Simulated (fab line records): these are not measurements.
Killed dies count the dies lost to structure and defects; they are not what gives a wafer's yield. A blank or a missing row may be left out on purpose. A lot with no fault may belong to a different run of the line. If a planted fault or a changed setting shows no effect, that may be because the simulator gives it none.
Chamber matching ; flow gf180mcu ; cmp-02 running GF_V3_CMP_04: 4 sister chambers
The step polishes SiO2. 8 wafers are shown with their chamber, then 10 later ones without.

WAFERS, EACH WITH ITS CHAMBER
wafer;chamber;motorCurrentA (A);timeToEndpointS (s)
L244.5;2;13.4;87
L245.1;3;10.5;74
L245.2;0;7.8;83
L246.2;0;7.9;86
L246.3;2;13.3;87
L246.5;1;12.3;83
L249.1;3;10.3;85
L249.2;1;12.7;76

WAFERS WITHOUT THEIR CHAMBER
wafer;motorCurrentA (A);timeToEndpointS (s)
L249.4;8.0;90
L248.1;10.1;84
L248.2;7.8;83
L248.5;8.2;95
L251.1;12.4;82
L251.4;8.0;85
L251.6;10.1;85
L252.3;12.7;84
L252.5;10.8;87
L252.6;12.7;85

THE CHAMBER EACH PASSED THROUGH
wafer;from the rows above;in truth
L249.4;0;0
L248.1;3;3
L248.2;0;0
L248.5;0;0
L251.1;1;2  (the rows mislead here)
L251.4;0;0
L251.6;3;3
L252.3;1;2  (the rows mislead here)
L252.5;3;3
L252.6;1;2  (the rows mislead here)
Correctly placed: 7 of 10. Number that these rows cannot place: 0. Placed wrongly: 3.
How it was worked out, from the rows above alone: a wafer's distance from a chamber is the root of the sum, over the readings, of the square of ((its reading less the chamber's mean) divided by the reading's scatter). The wafer belongs to the nearest chamber; if the next one is less than 2 further off, it can't be placed. For every chamber, the mean is computed from those of its wafers that are shown. The scatter: the root of (the sum of the squares of (reading less its chamber's mean) over the shown wafers, divided by (wafers less chambers)).
